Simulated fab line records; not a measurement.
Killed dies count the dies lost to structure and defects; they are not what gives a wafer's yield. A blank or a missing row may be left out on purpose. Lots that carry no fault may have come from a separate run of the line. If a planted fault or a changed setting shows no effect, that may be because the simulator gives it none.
fab line records	flow sky130
record: lots: 15	wafers: 45	last_day: 50
route steps=708 shown METAL3@562 PAD_OPEN@708
lots untouched by any fault: they come from a run of this same line in which no faults occurred
start_h: start of the lot's first displayed wafer, in hours after the record's first day	wait_h: hours elapsed since this lot's preceding step	" identical to the entry in the row above	L1.1+2: a row that stands for several wafers	- no value, or no start given	* or withheld: withheld	< > ~ a bound
route shown NAME@n: NAME is a module with steps in the file, n the number in the route of the first one	usual: mean/standard deviation taken from wafers without a fault	same: alike in all rows	chamber/n: place in a boat	sites: the reading at each site	_std_site: standard deviation of those values	_edge_site: the outer-site mean with the inner-site mean subtracted	radius_mm: how far each site lies from the wafer's centre	mask NAME#n: copy n	behind: tool/chamber where the wafer was last shaped	hold: the reason the lot was held/the length of the hold in hours/how it ended	device: the n, p or np transistor that did not switch	end of line: at the end of the route, the tests of the same wafers	a step without rows: its recipe alone	killed: count of dies lost to structure and defects at first sort (not the wafer's yield)	map: a wafer's dies, marking killed ones x, the rest . and places with no die _
set.NAME: the setting the step ran with; set.NAME@STEP: the setting that earlier step ran with	model.NAME: the simulator's own value behind a step, which no gauge read
steps of the route over a sample of lots; a table a step, a row a wafer
services: when a tool's chamber went out of use (start_h, in hours from the record's first day, below 0 if earlier), for how many hours, and the reason
== steps ==
step: SKY_METAL3_DEVELOP_12
recipe: develop_time_s: 60	resist: KrF-thick	dev_temp_c: 21
usual: developer_temp_C: 21.00/0.12	exhaust_pa: 45.0/0.87
lot.wafer	tool	chamber	start_h	wait_h	developer_temp_C	exhaust_pa
L816.4	litho_track-02	0	898	-	20.92	45.6
L816.5	"	0	"	"	21.00	44.7
L816.6	"	0	"	"	21.16	44.5
L818.1	litho_track-03	0	911	-	21.06	44.6
L818.5	"	0	"	"	20.99	45.0
L818.6	"	0	"	"	21.00	45.0
L817.1	litho_track-02	0	914	-	20.84	46.9
L817.4	"	0	"	"	20.93	46.8
L817.5	"	0	"	"	21.04	46.8
L819.1	litho_track-03	0	924	-	20.80	44.7
L819.3	"	0	"	"	20.94	44.9
L819.5	"	0	"	"	20.93	44.2
L820.2	litho_track-04	0	928	-	20.82	44.8
L820.4	"	0	"	"	20.84	45.2
L820.5	"	0	"	"	20.80	44.1
L825.1	litho_track-02	0	970	-	21.02	44.8
L825.2	"	0	"	"	20.76	46.4
L825.3	"	0	"	"	21.01	44.1
L826.2	litho_track-03	0	972	-	21.95	44.2
L826.3	"	0	"	"	21.77	45.3
L826.6	"	0	"	"	21.78	46.0
L827.2	litho_track-03	0	981	-	21.94	43.5
L827.3	"	0	"	"	22.01	44.1
L827.4	"	0	"	"	21.82	44.5
L829.1	litho_track-03	0	994	-	21.90	43.0
L829.3	"	0	"	"	21.96	44.9
L829.6	"	0	"	"	21.90	43.5
L831.2	litho_track-04	0	1010	-	21.11	44.5
L831.4	"	0	"	"	20.92	46.7
L831.6	"	0	"	"	21.03	44.6
L834.1	litho_track-04	0	1027	-	21.17	45.0
L834.5	"	0	"	"	21.16	44.1
L834.6	"	0	"	"	21.08	45.6
L835.2	litho_track-02	0	1032	-	20.86	45.6
L835.4	"	0	"	"	20.82	45.4
L835.5	"	0	"	"	20.99	46.4
L836.1	litho_track-02	0	1041	-	21.02	44.6
L836.3	"	0	"	"	21.01	44.1
L836.4	"	0	"	"	21.03	45.2
L838.1	litho_track-03	0	1053	-	20.86	44.6
L838.4	"	0	"	"	21.00	44.6
L838.6	"	0	"	"	21.07	44.4
L839.1	litho_track-03	0	1056	-	21.09	45.2
L839.4	"	0	"	"	20.94	44.8
L839.6	"	0	"	"	20.91	45.4
step: SKY_PAD_OPEN_PROBE_99
usual: defect_limited_yield: 82.8/2	killed_at_M0_to_M3: 42/7.3	killed_at_M4_up: 3.2/1.8	killed_at_contacts: 25/5.2	killed_at_front_end: 15/4.6	killed_at_other: 0.3/0.62	killed_dies: 85/9.9	killed_open: 46/7.1	killed_short: 38/5.7	sort_bin_3_pad_short: 0.9/0.42	sort_bin_5_function: 10.0/1.5	sort_bin_6_memory: 6.3/1.2	sort_n_pass: 407/9.9	sort_yield_pct: 82.8/2
same: gross_dies: 492	killed_at_back_side: 0	sort_bin_4_leakage[%]: 0	sort_bin_8_speed[%]: 0
lot.wafer	tool	chamber	start_h	wait_h	defect_limited_yield[%]	killed_at_M0_to_M3	killed_at_M4_up	killed_at_contacts	killed_at_front_end	killed_at_other	killed_dies	killed_open	killed_short	sort_bin_3_pad_short[%]	sort_bin_5_function[%]	sort_bin_6_memory[%]	sort_n_pass	sort_yield_pct[%]
L826.2	prober-02	-	1133.51	0.1	83.1	46	3	27	7	0	83	42	41	1.2	9.1	6.5	409	83.1
L826.3	prober-02	-	1133.56	0.2	81.1	54	5	24	9	1	93	48	45	0.8	10.8	7.3	399	81.1
L826.6	prober-02	-	1133.71	0.2	83.1	50	4	20	9	0	83	55	28	1.0	10.2	5.7	409	83.1
L827.2	prober-01	-	1140.53	0.1	80.9	44	2	27	21	0	94	49	45	1.2	11.4	6.5	398	80.9
killed by level:class
L826.2 CONTACT:geometric_particle:open=14 VIA1:geometric_particle:open=9 VIA1:geometric_particle:short=7 METAL1:geometric_particle:short=6 LI_CONTACT:geometric_particle:open=5 LOCAL_INTERCONNECT:geometric_particle:short=5 VIA3:geometric_particle:open=5 METAL2:geometric_particle:short=4
L826.3 VIA1:geometric_particle:open=15 METAL1:geometric_particle:short=9 LI_CONTACT:geometric_particle:open=7 LI_CONTACT:geometric_particle:short=6 CONTACT:geometric_particle:open=5 VIA1:geometric_particle:short=5 VIA3:geometric_particle:short=4 VIA2:geometric_particle:short=4
L826.6 VIA1:geometric_particle:open=19 CONTACT:geometric_particle:open=7 VIA3:geometric_particle:open=7 POLY_GATE:geometric_particle:open=5 VIA2:geometric_particle:open=5 LI_CONTACT:geometric_particle:open=4 LOCAL_INTERCONNECT:geometric_particle:short=3 METAL1:geometric_particle:short=3
L827.2 VIA1:geometric_particle:open=10 CONTACT:geometric_particle:open=9 FIELD_ISO:geometric_particle:open=7 VIA2:geometric_particle:open=7 LI_CONTACT:geometric_particle:open=6 LOCAL_INTERCONNECT:geometric_particle:short=6 METAL1:geometric_particle:short=6 FIELD_ISO:geometric_particle:short=5
== services ==
tool	chamber	start_h	hours	kind
litho_track-03	-	1053.52	-	consumable_replace:filter
== key ==
first_sign: step: SKY_METAL3_DEVELOP_12	reading: developer_temp_C	direction: up	sigmas: 7.6	usual: *	struck: *
effect none on later readings
met_at SKY_METAL3_DEVELOP_12
struck_lots L826,L827,L829
loop_trim: step: SKY_METAL3_EXPOSE_10	setting: dose	lots: L829
onset_between 924 972
fault: kind: process_parameter_drift	tool: litho_track-03	chamber: -	onset_h: 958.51	steps: SKY_METAL3_DEVELOP_12	channel: dev_temp_c	offset: *	shape: step	end_h: 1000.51	acts_in: *	stated: *
loop_trim: a control loop set the setting to another value than it would have without faults
